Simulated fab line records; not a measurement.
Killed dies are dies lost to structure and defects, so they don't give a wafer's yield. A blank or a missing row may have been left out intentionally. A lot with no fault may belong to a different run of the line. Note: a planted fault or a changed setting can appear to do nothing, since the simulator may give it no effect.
A lot that was struck, set against a sound lot -- flow sky130 -- 32 steps out of a route of 708
Sound: these wafers, L276.1, L276.2, L276.3. Struck: wafers L278.2, L278.5. (L278.4 of the same lot was not struck and is left out.) The cause comes at the end.
For every step that has rows: the tool of each side, followed by ch and its chambers, followed by its first start. Under that, the readings that differ: sound wafers -- struck wafers -- difference of the means -- sigmas: that difference in standard deviations of wafers without a fault.
alike: words and numbers the same on both sides, and readings whose means are apart by under 2 such deviations; not compared: readings that were withheld, readings missing a value for some wafer, numbers with overlapping values and no deviation given by the record, and bounds like >300 which may hide the same value.
The two part at a step that has a row with sigmas, a row that says differs or no value, or rows on one side only. Non-overlapping numbers with no deviation appear without sigmas and do not part them. A reading missing from all wafers of one side parts the sides only when that side holds two or more wafers.

first, 5 steps without rows for these wafers: SKY_VIA1_STRIP_17 (strips in post etch residue remover, time 1200 s); SKY_VIA1_CLEAN_18 (cleans in IPA, time 180 s); SKY_VIA1_CLEAN_19 (cleans in O3/DIW); SKY_VIA1_SPUTTER_20 (material TiN, target thk 20 nm, time 80 s); SKY_VIA1_CVD_21 (deposits W, target thk 270 nm, time 80.902 s).
SKY_VIA1_RS_MEAS_22: a four-point-probe measurement.
  struck on film metro-01, day 36 15:58; sound on film metro-01, day 35 23:11
  alike: VIA1_W_RS
SKY_VIA1_THK_MEAS_23: measures by xrf.
  struck on film metro-01, day 36 16:04; sound on film metro-01, day 35 23:18
  alike: VIA1_W_THK
SKY_VIA1_CMP_24: polishes, stops on SiO2, t overpolish 15 s, target thk 0 nm.
  sound on cmp-02 ch 0,2,3, day 35 23:25; struck on cmp-01 ch 2, day 36 16:07
  alike: motor current A, overpolish run s, time to endpoint s
SKY_METAL2_SPUTTER_00: material Ti, target thk 15 nm, time 10 s.
  struck on pvd sputter-04, day 36 16:25; sound on pvd sputter-01, day 35 23:40
  alike: throttle valve pct
then, 3 steps without rows for these wafers: SKY_METAL2_SPUTTER_01 (material TiN, target thk 20 nm, time 16.7 s); SKY_METAL2_SPUTTER_02 (material AlCu, target thk 250 nm, time 13.3 s); SKY_METAL2_SPUTTER_03 (material Ti, target thk 5 nm, time 3.3 s).
SKY_METAL2_SPUTTER_04: material TiN, target thk 70 nm, time 58.3 s.
  struck on pvd sputter-04, day 36 16:31; sound on pvd sputter-01, day 35 23:45
reading,sound,struck,difference,sigmas
model.TiN_of_METAL2_SPUTTER_04.thk nm (nm),69.21 69.08 68.91,54.97 55.56,-13.80,
  alike: throttle valve pct
SKY_METAL2_RS_MEAS_05: a four-point-probe measurement.
  struck on film metro-01, day 36 16:35; sound on film metro-04, day 35 23:48
reading,sound,struck,difference,sigmas
METAL2_ALCU_RS (ohm/sq),0.1287 0.1285 0.1285,0.1265 0.1256,-0.0025,-3
SKY_METAL2_THK_MEAS_06: measures by xrf.
  struck on film metro-01, day 36 16:41; sound on film metro-04, day 35 23:55
reading,sound,struck,difference,sigmas
METAL2_ALCU_THK (nm),246.6 245.6 246.8,262.2 261.9,+15.7,+7
then, 8 steps without rows for these wafers: SKY_METAL2_DEHYDRATE_07 (time 60 s); SKY_METAL2_HMDS_08 (prime time 60 s); SKY_METAL2_COAT_09 (resist thk 60 nm); SKY_METAL2_COAT_10 (resist thk 450 nm); SKY_METAL2_SOFTBAKE_11 (time 90 s); SKY_METAL2_EXPOSE_12 (exposes mask MM2, target cd 140 nm); SKY_METAL2_PEB_13; SKY_METAL2_DEVELOP_14 (develop time 60 s).
SKY_METAL2_CD_MEAS_15: the cd target is 140 nm.
  struck on cd sem-02, day 37 19:12; sound on cd sem-02, day 37 02:41
  alike: cd nm
SKY_METAL2_OVL_MEAS_16:
  struck on overlay-02, day 37 19:19; sound on overlay-01, day 37 02:48
  alike: METAL2_OVL
SKY_METAL2_DESCUM_17: chemistry O2, time 8 s.
  sound on rie metal-01 ch 0,1, day 37 02:50; struck on rie metal-01 ch 1, day 37 19:20
  alike: chamber pressure mTorr, drypump motor current A, oes product au
  not compared: rf hours counter h
then, 1 step without rows for these wafers: SKY_METAL2_ETCH_18 (etches BARC in N2/H2, stops on SiO2, time 45.9 s, target depth 60 nm).
SKY_METAL2_METAL_ETCH_19: etches the open film in Cl2/BCl3, stops on SiO2, target depth 360 nm, time 78 s.
  sound on rie metal-01 ch 0,1, day 37 02:56; struck on rie metal-01 ch 1, day 37 19:26
reading,sound,struck,difference,sigmas
oes product au (a.u.),0.847 0.843 0.852,0.856 0.861,+0.011,+2
  alike: chamber pressure mTorr, drypump motor current A, throttle valve pct
  not compared: rf hours counter h
SKY_METAL2_STRIP_20: strips in O2/N2.
  sound on plasma asher-01 ch 0,1, day 37 03:01; struck on plasma asher-01 ch 0, day 37 19:31
reading,sound,struck,difference,sigmas
chamber pressure mTorr (mTorr),1498.5 1499.0 1499.3,1501.3 1502.0,+2.7,+2
  alike: drypump motor current A, n2 flow sccm, oes product au, strip time to endpoint s
  not compared: rf hours counter h
SKY_METAL2_STRIP_21: strips in post etch residue remover, time 1200 s.
  sound on wet bench-02 ch 0, day 37 03:07; struck on wet bench-02 ch 2, day 37 19:37
reading,sound,struck,difference,sigmas
model.TiN_of_METAL2_SPUTTER_04.thk nm (nm),68.79 68.66 68.49,54.54 55.13,-13.81,
  alike: bath heat duty pct
then, 1 step without rows for these wafers: SKY_METAL2_CLEAN_22 (cleans in IPA, time 180 s).
-- the record jumps here: 10 days lie between the struck wafers' starts before and after (it left off in module METAL2 and takes up again in module PAD_OPEN, whose first step shown is number 708 of the route) --
SKY_PAD_OPEN_PROBE_99:
  struck on prober-02, day 48 00:41; sound on prober-01, day 47 12:31
  alike: defect limited yield, killed_at_M0_to_M3, killed_at_M4_up, killed at contacts, killed at front end, killed at other, killed dies, killed on rim, killed open, killed short, sort_bin_3_pad_short, sort_bin_5_function, sort_bin_6_memory, sort n pass, sort yield pct

WHERE THEY PART
First at SKY_METAL2_RS_MEAS_05; last, within this record, at SKY_METAL2_STRIP_20. Later steps at which nothing parts them and some readings are alike: SKY_METAL2_STRIP_21, SKY_PAD_OPEN_PROBE_99.

WHY: the cause the simulator had injected
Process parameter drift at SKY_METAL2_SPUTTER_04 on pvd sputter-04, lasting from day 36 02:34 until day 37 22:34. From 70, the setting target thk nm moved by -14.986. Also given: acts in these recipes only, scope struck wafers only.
